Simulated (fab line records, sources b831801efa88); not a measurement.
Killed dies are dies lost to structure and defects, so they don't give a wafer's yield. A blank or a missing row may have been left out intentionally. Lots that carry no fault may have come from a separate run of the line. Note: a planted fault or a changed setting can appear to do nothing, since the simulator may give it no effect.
What tool caused it? | flow gf180mcu | 21 wafers from 7 lots sampled at 2 of the route's 602 steps

== WHAT THE GAUGES READ, wafer by wafer ==
GF_V3_THK_MEAS_25: measures by xrf.
lot  | measured     | on            | V3_W_THK (nm)
L863 | day 22 13:46 | film metro-01 | 365 350 365
L870 | day 25 11:34 | film metro-03 | 352 354 363
L872 | day 25 19:59 | film metro-01 | 373 369 359
L874 | day 26 16:11 | film metro-03 | 343 347 345
L877 | day 27 19:26 | film metro-02 | 353 359 350
L880 | day 28 18:38 | film metro-01 | 355 363 359
L884 | day 29 10:42 | film metro-01 | 357 349 355

== WHAT TOOL EACH LOT RAN ON (gives the tool, then ch and the chambers of the sampled wafers, and finally the start) ==
lot  | GF_V3_STRIP_18
L863 | plasma asher-04 ch 0,1, day 22 12:54
L870 | plasma asher-02 ch 0,1, day 25 10:43
L872 | plasma asher-04 ch 0,1, day 25 18:47
L874 | plasma asher-04 ch 0,1, day 26 15:18
L877 | plasma asher-03 ch 0,1, day 27 18:34
L880 | plasma asher-03 ch 0,1, day 28 17:39
L884 | plasma asher-03 ch 0,1, day 29 09:46
- GF_V3_STRIP_18: strips in O2/N2.

== THE ANSWER, worked out from the rows above alone ==
Rule: the lots themselves supply what counts as usual. Put in order of their means at a reading, lots are off if they are a third of the lots or fewer, leave a main group of 4 or more, and stand apart from it by a gap of 3 or more times the standard deviation of the main group's means; of several such gaps the widest counts. A main group is skipped when, at the precision printed for the reading in the tables above, its means are all equal. A lot without any number at a reading at which 4 lots or more have one is off too. The other lots that the step has rows for count as sound.
Nothing can be told from this: no lot is off at any reading shown.

== WHAT HAD BEEN PUT IN BY THE SIMULATOR ==
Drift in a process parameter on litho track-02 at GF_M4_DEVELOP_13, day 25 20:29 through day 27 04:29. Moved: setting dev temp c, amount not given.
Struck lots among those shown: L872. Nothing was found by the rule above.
